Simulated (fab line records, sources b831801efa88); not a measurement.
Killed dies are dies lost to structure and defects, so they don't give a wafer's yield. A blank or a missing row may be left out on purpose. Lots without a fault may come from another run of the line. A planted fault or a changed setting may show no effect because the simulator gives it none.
Which tool did it? | flow sky130 | 12 lots, 35 wafers sampled, at 2 steps of a route of 708

WHAT THE GAUGES READ, wafer by wafer
SKY_VT_ADJUST_NCORE_TW_MEAS_11.
lot  | measured     | on            | VT_ADJUST_NCORE_TW
L985 | day 8 15:57  | film_metro-01 | 220.9 220.2 220.4
L986 | day 8 21:45  | film_metro-04 | 219.8 219.2 219.4
L987 | day 9 02:57  | film_metro-04 | 219.4 218.9 219.1
L989 | day 9 17:19  | film_metro-03 | 224.2 222.1 221.6
L993 | day 10 19:25 | film_metro-01 | 220.6 218.8
L999 | day 12 18:12 | film_metro-01 | 221.6 220.9 220.6
L100 | day 13 05:25 | film_metro-04 | 221.0 222.1 221.4
L102 | day 13 18:33 | film_metro-01 | 219.7 219.6 220.0
L104 | day 14 07:34 | film_metro-03 | 222.4 222.2 223.0
L106 | day 14 16:27 | film_metro-01 | 220.6 220.9 221.4
L107 | day 15 02:00 | film_metro-01 | 221.3 223.0 222.7
L108 | day 15 09:40 | film_metro-01 | 221.9 222.1 221.6

SKY_VT_ADJUST_PCH_OVL_MEAS_07.
lot  | measured     | on         | VT_ADJUST_PCH_OVL (nm)
L985 | day 10 11:38 | overlay-02 | -2.7 -3.5 -2.8
L986 | day 10 18:13 | overlay-02 | -2.6 -1.2 -1.6
L987 | day 11 00:02 | overlay-02 | -1.1 -0.4 -0.7
L989 | day 11 15:18 | overlay-02 | -1.3 -1.2 -2.2
L993 | day 12 20:14 | overlay-02 | 0.5 3.0
L999 | day 14 21:52 | overlay-02 | -3.2 -1.2 -1.2
L100 | day 15 09:38 | overlay-01 | -1.1 0.4 -1.0
L102 | day 16 01:08 | overlay-02 | 0.0 0.0 -1.4
L104 | day 16 14:30 | overlay-02 | -1.2 -0.4 0.8
L106 | day 16 23:53 | overlay-01 | -1.4 -0.5 -0.9
L107 | day 17 10:59 | overlay-01 | -1.2 -0.5 0.3
L108 | day 17 18:25 | overlay-01 | 0.6 -0.6 0.4

WHICH TOOL RAN EACH LOT (tool, then ch and the chambers of the sampled wafers, then the start)
The record holds no process step before these readings.

WHAT THE TOOLS THEMSELVES READ (means of the sampled wafers that have a number; where no wafer has one, the mark that the record gives instead)
The record holds no such reading with a usual standard deviation.

THE ANSWER, worked out from the rows above alone
Rule: what is usual is taken from the lots themselves. Put in order of their means at a reading, lots are off if they are a third of the lots or fewer, leave a main group of 4 or more, and stand apart from it by a gap of 3 or more times the standard deviation of the main group's means; of several such gaps the widest counts. A main group whose means are all the same, to the digits that the tables above print for the reading, isn't used. A lot without any number at a reading at which 4 lots or more have one is off too. The other lots that the step has rows for count as sound. The gauges are gone through in route order, then the tools' own readings, and for those a lot's mean is taken as printed above. The first step at which some lot is off is used, and at that step the reading that is off furthest; a lot without a number counts as furthest.
No lot is off at any reading shown: from this, nothing can be told.

WHAT THE SIMULATOR HAD PUT IN
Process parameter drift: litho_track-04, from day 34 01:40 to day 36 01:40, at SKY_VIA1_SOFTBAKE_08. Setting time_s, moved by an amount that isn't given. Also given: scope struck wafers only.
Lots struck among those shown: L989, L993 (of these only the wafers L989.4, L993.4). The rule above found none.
